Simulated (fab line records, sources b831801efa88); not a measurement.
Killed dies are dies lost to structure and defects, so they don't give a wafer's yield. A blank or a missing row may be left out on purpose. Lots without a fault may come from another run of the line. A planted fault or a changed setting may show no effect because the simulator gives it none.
fab line records | flow sky130
record lots=6 wafers=16 last_day=50
route steps=708 shown FIELD_ISO@3
lots that met no fault: from a run of the same line without faults
start_h: hours from the record's first day to the start of the lot's first wafer shown | wait_h: hours since the lot's step before | " the same as in the row above | L1.1+2: a row that stands for several wafers | - no value, or no start given | * or withheld: withheld | < > ~ a bound
route shown NAME@n: a module of which the file shows steps, and the number in the route of the first | usual: mean/standard deviation of fault-free wafers | same: alike in all rows | chamber/n: place in a boat | sites: the reading at each site | _std_site: their standard deviation | _edge_site: outer sites' mean less inner sites' | radius_mm: how far each site lies from the wafer's centre | mask NAME#n: copy n | behind: the tool/chamber that last shaped the wafer | hold: why the lot was held/for how many hours/how that ended | device: the transistor (n, p or np) that didn't switch | end of line: the same wafers' tests at the end of the route | a step without rows: its recipe alone | killed: dies lost to structure and defects at the first sort, not the wafer's yield | map: a wafer's dies, x killed, . not, _ none there
set.NAME: the setting as run; set.NAME@STEP: as run at that earlier step | model.NAME: the simulator's own value behind a step, which no gauge read
lots at some steps of the route; a table a step, a row a wafer
services: from which hour (start_h, from the record's first day; less than 0 if before it) a tool's chamber was out of use, for how many hours, and why
## steps
# step SKY_FIELD_ISO_THK_MEAS_02
# recipe reads=SiO2_of_FIELD_ISO_OXIDATION_01
# usual FIELD_ISO_OXIDATION_00_THK=12.13/0.17
# columns lot.wafer tool chamber start_h wait_h FIELD_ISO_OXIDATION_00_THK[nm]
L783.1 film_metro-02 - 22.08 0.0 12.12
L783.2 " - " " 12.17
L783.5 " - " " 12.19
L786.1 film_metro-02 - 36.84 0.0 12.10
L786.4 " - " " 11.96
L786.5 " - " " 12.34
L788.5 film_metro-02 - 46.67 0.0 12.22
L788.6 " - " " 12.18
L792.2 film_metro-02 - 66.80 0.0 11.76
L792.6 " - " " 11.84
L798.1 film_metro-04 - 97.51 0.0 12.04
L798.2 " - " " 12.23
L798.3 " - " " 12.20
L803.1 film_metro-02 - 121.63 0.0 12.29
L803.3 " - " " 12.26
L803.5 " - " " 12.23
# step SKY_FIELD_ISO_CVD_03
# recipe material=Si3N4 precursor=DCS/NH3 target_thk_nm=165 temp_c=770 time_s=2830 pressure_mtorr=250
# step SKY_FIELD_ISO_THK_MEAS_04
# recipe reads=Si3N4_of_FIELD_ISO_CVD_03
# usual FIELD_ISO_CVD_03_THK=165.2/1.7
# columns lot.wafer tool chamber start_h wait_h FIELD_ISO_CVD_03_THK[nm]
L783.1 film_metro-04 - 23.93 0.0 163.6
L783.2 " - " " 164.8
L783.5 " - " " 161.8
L786.1 film_metro-02 - 42.13 0.0 163.6
L786.4 " - " " 165.4
L786.5 " - " " 163.3
L788.5 film_metro-04 - 49.97 0.0 166.5
L788.6 " - " " 165.7
L792.2 film_metro-04 - 71.46 0.0 164.6
L792.6 " - " " 163.5
L798.1 film_metro-04 - 100.29 0.0 165.6
L798.2 " - " " 165.4
L798.3 " - " " 164.4
L803.1 film_metro-02 - 125.28 0.0 166.2
L803.3 " - " " 165.9
L803.5 " - " " 165.9
# step SKY_FIELD_ISO_DEHYDRATE_05
# recipe temp_c=200 time_s=60
# step SKY_FIELD_ISO_HMDS_06
# recipe prime_time_s=60 prime_temp_c=120
# step SKY_FIELD_ISO_COAT_07
# recipe resist=BARC temp_c=withheld time_s=withheld spin_rpm=3000 resist_thk_nm=60
# step SKY_FIELD_ISO_COAT_08
# recipe resist=KrF-thick spin_rpm=3000 resist_thk_nm=450
# step SKY_FIELD_ISO_SOFTBAKE_09
# recipe temp_c=100 time_s=90 resist=KrF-thick
# step SKY_FIELD_ISO_EXPOSE_10
# recipe mask_id=FOM na=0.68 source_shape=annular sigma_inner=0.4 sigma_outer=0.8 target_cd_nm=150 dose_mj=28
# step SKY_FIELD_ISO_PEB_11
# recipe peb_temp_c=withheld peb_time_s=withheld resist=KrF-thick
# step SKY_FIELD_ISO_DEVELOP_12
# recipe develop_time_s=60 resist=KrF-thick dev_temp_c=21
# step SKY_FIELD_ISO_CD_MEAS_13
# recipe target_cd_nm=150
# usual cd_nm=149.5/1.3
# columns lot.wafer tool chamber start_h wait_h cd_nm
L783.1 cd_sem-01 - 38.32 - 149.9
L783.2 " - " " 151.0
L783.5 " - " " 150.4
L786.1 cd_sem-02 - 57.42 - 148.1
L786.4 " - " " 149.0
L786.5 " - " " 149.5
L788.5 cd_sem-02 - 65.81 - 149.3
L788.6 " - " " 150.7
L792.2 cd_sem-02 - 88.49 - 150.9
L792.6 " - " " 152.1
L798.1 cd_sem-01 - 118.37 - 150.6
L798.2 " - " " 149.8
L798.3 " - " " 149.8
L803.1 cd_sem-02 - 143.67 - 149.4
L803.3 " - " " 149.8
L803.5 " - " " 149.3
# step SKY_FIELD_ISO_ETCH_14
# recipe chemistry=N2/H2 target=BARC ion_energy_ev=200 source_w=500 bias_w=100 pressure_mtorr=30 n2_flow_sccm=100 h2_flow_sccm=200 stop_on=SiO2 time_s=45.9 target_depth_a=600
# usual bias_w=100.0/0.33 drypump_motor_current_A=6.0/0.36 n2_flow_sccm=100.0/0.3 oes_product_au=0.854/0.0049 run_length_s=74.1/0.55 throttle_valve_pct=13.226/0.0093
# columns lot.wafer tool chamber start_h wait_h bias_w drypump_motor_current_A n2_flow_sccm oes_product_au rf_hours_counter_h run_length_s throttle_valve_pct model.etch.depth_nm model.KrF-thick_of_FIELD_ISO_COAT_08.thk_nm model.FIELD_ISO.cd_nm
L783.1 rie_diel-01 0 38.44 0.1 100.5 6.2 100.4 0.859 142 73.3 13.221 60.04 391.9 150.7
L783.2 " 2 " " 100.0 6.0 99.5 0.849 5 74.5 13.240 60.02 393.7 150.3
L783.5 " 0 " " 100.4 6.2 100.3 0.858 - 73.3 13.224 59.88 392.4 150.6
L786.1 rie_diel-03 0 57.54 0.1 100.2 6.0 100.0 0.852 7 74.2 13.231 59.84 394.4 148.7
L786.4 " 2 " " 100.0 5.3 100.2 0.852 61 74.5 13.240 59.95 395.1 149.1
L786.5 " 3 " " 99.8 6.3 99.9 0.852 - 74.6 13.226 59.93 393 151.2
L788.5 rie_diel-01 2 65.87 0.0 99.9 6.0 100.0 0.866 - 74.4 13.237 60 395.3 149.5
L788.6 " 3 " " - 5.5 100.3 0.972 - 50.0 13.235 37.02 417.1 156.2
L792.2 rie_diel-01 2 88.59 0.1 - 6.0 99.6 0.980 6 52.0 13.243 37.37 414.8 154.8
L792.6 " 0 " " - 6.2 99.8 1.013 - 50.4 13.260 38.88 412.9 156.9
L798.1 rie_diel-03 0 118.49 0.1 99.7 6.0 99.9 0.860 8 74.1 13.248 60.27 396.7 150
L798.2 " 3 " " 100.5 6.3 100.0 0.855 140 74.8 13.212 60.25 396.1 151.5
L798.3 " 1 " " 99.8 5.6 100.3 0.853 17 73.1 13.223 60.2 396 149.3
L803.1 rie_diel-04 1 143.79 0.1 99.8 6.2 100.2 0.858 35 74.4 13.215 60.03 394.9 148.6
L803.3 " 1 " " 100.2 6.2 100.1 0.853 - 74.4 13.224 60.3 393.5 149.6
L803.5 " 1 " " 99.9 6.2 100.5 0.862 - 74.2 13.222 60.31 394.8 148.8
# step SKY_FIELD_ISO_ETCH_15
# recipe chemistry=CHF3/O2 target_depth_nm=180 stop_on=Si source_w=600 bias_w=200 pressure_mtorr=40 chf3_flow_sccm=50 O2_flow_sccm=5 time_s=72
# usual bias_w=200.0/0.6 chf3_flow_sccm=49.98/0.13 drypump_motor_current_A=6.0/0.36 oes_product_au=0.946/0.0064 run_length_s=100.2/0.54 throttle_valve_pct=8.845/0.0089
# columns lot.wafer tool chamber start_h wait_h bias_w chf3_flow_sccm drypump_motor_current_A oes_product_au rf_hours_counter_h run_length_s throttle_valve_pct model.KrF-thick_of_FIELD_ISO_COAT_08.thk_nm
L783.1 rie_diel-01 0 38.48 0.0 200.0 50.15 6.2 0.939 142 99.4 8.826 232.6
L783.2 " 2 " " 199.9 49.87 5.9 0.947 5 100.6 8.848 240.9
L783.5 " 0 " " 200.3 49.87 6.2 0.935 - 99.4 8.841 233.5
L786.1 rie_diel-03 0 57.58 0.0 199.4 49.90 6.0 0.944 7 100.2 8.855 239.9
L786.4 " 2 " " 199.9 49.82 5.3 0.948 61 100.7 8.848 245.3
L786.5 " 3 " " 199.1 49.89 6.3 0.941 - 100.7 8.855 239.3
L788.5 rie_diel-01 2 65.92 0.0 199.4 50.07 5.9 0.948 - 100.6 8.849 242
L788.6 " 3 " " 199.1 50.18 5.6 0.371 - 99.7 8.670 267
L792.2 rie_diel-01 2 88.63 0.0 200.0 50.06 5.9 0.380 6 100.7 8.675 262.6
L792.6 " 0 " " 199.1 49.93 6.2 0.382 - 99.7 8.678 257.3
L798.1 rie_diel-03 0 118.53 0.0 199.0 49.82 6.0 0.946 8 100.1 8.835 244.2
L798.2 " 3 " " 199.0 50.01 6.2 0.949 140 100.8 8.852 242.8
L798.3 " 1 " " 199.5 50.03 5.6 0.948 17 99.5 8.855 239.2
L803.1 rie_diel-04 1 143.85 0.0 201.0 50.07 6.2 0.953 35 100.3 8.844 235.7
L803.3 " 1 " " 200.3 50.03 6.2 0.962 - 100.9 8.840 234
L803.5 " 1 " " 199.4 49.88 6.2 0.948 - 100.4 8.835 234.9
# step SKY_FIELD_ISO_STRIP_16
# recipe chemistry=O2/N2 power_w=1400 pressure_mtorr=1500 platen_temp_c=withheld o2_flow_sccm=3000 n2_flow_sccm=300 overash_fraction=0.5
# usual drypump_motor_current_A=5.6/0.45 n2_flow_sccm=299.9/0.86 oes_product_au=0.379/0.0048 strip_time_to_endpoint_s=3.58/0.048
# columns lot.wafer tool chamber start_h wait_h drypump_motor_current_A n2_flow_sccm oes_product_au rf_hours_counter_h strip_time_to_endpoint_s
L783.1 plasma_asher-02 0 38.54 0.0 5.5 300.2 0.373 37 3.50
L783.2 " 1 " " 5.4 299.0 0.383 37 3.60
L783.5 " 1 " " 5.4 298.8 0.377 - 3.51
L786.1 plasma_asher-04 1 57.64 0.0 5.3 300.4 0.379 37 3.58
L786.4 " 1 " " 5.3 300.1 0.380 - 3.63
L786.5 " 0 " " 5.3 300.5 0.378 - 3.58
L788.5 plasma_asher-03 1 66.02 0.1 5.3 299.1 0.381 - 3.60
L788.6 " 0 " " 6.5 299.3 0.391 - 3.88
L792.2 plasma_asher-03 1 88.69 0.0 5.4 300.6 0.392 26 3.82
L792.6 " 0 " " 6.5 299.9 0.382 - 3.77
L798.1 plasma_asher-03 0 118.59 0.0 6.4 299.4 0.378 29 3.63
L798.2 " 1 " " 5.3 299.7 0.381 29 3.64
L798.3 " 0 " " 6.5 298.4 0.380 - 3.59
L803.1 plasma_asher-04 1 143.94 0.1 5.3 300.5 0.378 46 3.55
L803.3 " 1 " " 5.3 299.2 0.388 - 3.52
L803.5 " 1 " " 5.4 299.7 0.375 - 3.53
# step SKY_FIELD_ISO_ETCH_17
# recipe target_depth_a=3420 mask_material=Si3N4 chemistry=HBr/Cl2/O2 target=Si taper_deg=5 icp_w=600 bias_w=150 pressure_mtorr=15 HBr_flow_sccm=150 Cl2_flow_sccm=40 O2_flow_sccm=6 time_s=97.7
# usual bias_w=150.1/0.46 drypump_motor_current_A=5.6/0.41 oes_product_au=1.000/0.0097 run_length_s=126.0/0.33 throttle_valve_pct=25.658/0.011
# columns lot.wafer tool chamber start_h wait_h bias_w drypump_motor_current_A oes_product_au rf_hours_counter_h run_length_s throttle_valve_pct model.FIELD_ISO.cd_nm
L783.1 rie_si-02 3 38.64 0.1 150.1 5.1 1.009 151 126.0 25.648 149.1
L783.2 " 1 " " 150.1 5.2 1.004 1 126.5 25.655 150
L783.5 " 0 " " 150.1 5.5 1.007 - 125.8 25.650 148.3
L786.1 rie_si-01 2 57.74 0.1 149.2 5.8 0.987 3 125.8 25.638 148.7
L786.4 " 1 " " 150.2 6.1 0.999 96 126.0 25.660 149.7
L786.5 " 1 " " 149.8 6.1 0.982 - 126.4 25.672 150.9
L788.5 rie_si-01 2 66.09 0.0 150.6 5.8 0.988 - 125.9 25.669 149.4
L788.6 " 3 " " 150.9 6.3 1.007 - 125.5 25.660 157
L792.2 rie_si-01 3 88.79 0.1 150.1 6.3 1.010 133 125.7 25.654 154.3
L792.6 " 1 " " 150.6 6.1 1.002 - 126.0 25.668 155.5
L798.1 rie_si-02 2 118.69 0.1 149.8 5.6 0.992 15 125.9 25.673 150.4
L798.2 " 0 " " 150.6 5.5 1.005 106 125.7 25.650 151.5
L798.3 " 3 " " 150.6 5.1 1.002 0 126.2 25.647 147.2
L803.1 rie_si-02 0 144.04 0.1 150.5 5.5 0.990 107 125.6 25.663 148
L803.3 " 2 " " 151.0 5.6 0.986 15 125.9 25.670 149
L803.5 " 1 " " 149.9 5.3 0.990 - 126.2 25.673 149.2
# step SKY_FIELD_ISO_WET_ETCH_18
# recipe chemistry=H3PO4 target_depth_nm=25 temp_c=160 target=Si3N4 time_s=286
## services
# columns tool chamber start_h hours kind
rie_si-01 2 26.56 1.7 repair
rie_diel-01 2 27.64 8.9 repair
rie_si-01 0 27.90 1.6 repair
rie_diel-04 1 28.37 4.6 repair
rie_diel-01 1 31.95 23.4 repair
rie_si-01 0 33.65 1.9 repair
rie_diel-04 1 38.29 17.1 repair
rie_diel-01 1 63.16 16.1 repair
rie_si-02 2 69.18 17.7 repair
rie_si-02 3 86.83 - clean
rie_si-02 3 86.83 24.3 scheduled_down
rie_si-02 3 86.83 24.3 vent_cycle
rie_si-02 1 102.61 38.8 repair
plasma_asher-02 - 125.23 0.4 repair
rie_si-01 - 132.72 0.2 repair
rie_diel-04 - 133.10 0.9 repair
rie_diel-01 2 133.73 15.0 repair
rie_diel-04 0 140.48 67.8 repair
rie_diel-04 3 143.32 3.2 repair
## key
first_sign step=SKY_FIELD_ISO_ETCH_14 reading=run_length_s direction=down sigmas=43 usual=* struck=*
effect step=SKY_FIELD_ISO_ETCH_14 reading=oes_product_au direction=up sigmas=27 usual=0.854 struck=0.988
effect step=SKY_FIELD_ISO_ETCH_15 reading=oes_product_au direction=down sigmas=89 usual=0.946 struck=0.378
effect step=SKY_FIELD_ISO_STRIP_16 reading=strip_time_to_endpoint_s direction=up sigmas=5.1 usual=* struck=*
model_effect step=SKY_FIELD_ISO_ETCH_14 value=etch.depth_nm without=59.72 struck=37.76
model_effect step=SKY_FIELD_ISO_ETCH_15 value=KrF-thick_of_FIELD_ISO_COAT_08.thk_nm without=240.8 struck=262.3
model_effect step=SKY_FIELD_ISO_ETCH_17 value=FIELD_ISO.cd_nm without=151.3 struck=155.6
met_at SKY_FIELD_ISO_ETCH_14
struck_wafers L788.6,L792.2,L792.6
later_rows_left_out L788.6,L792.2,L792.6
sort_left_out L788.6,L792.2,L792.6
tester_left_out L788,L792
onset_between 38.44 65.87
fault kind=process_parameter_drift tool=rie_diel-01 chamber=- onset_h=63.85 steps=SKY_FIELD_ISO_ETCH_14 channel=time_s offset=* shape=step end_h=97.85 scope=struck_wafers_only acts_in=* stated=*
# tester_left_out: of these lots the tester's yield and bins aren't shown, on N5 and GAA mostly nor the transistor test; their killed dies are dies lost to structure and defects alone, not to doping, threshold or leakage, so they don't give the yield
# sort_left_out: the simulated sort isn't trusted on such a fault, so these wafers' sort isn't shown, and their yield isn't known
# later_rows_left_out: the simulator's readings of these wafers behind a module that went badly wrong aren't trusted and aren't shown, but for the sort
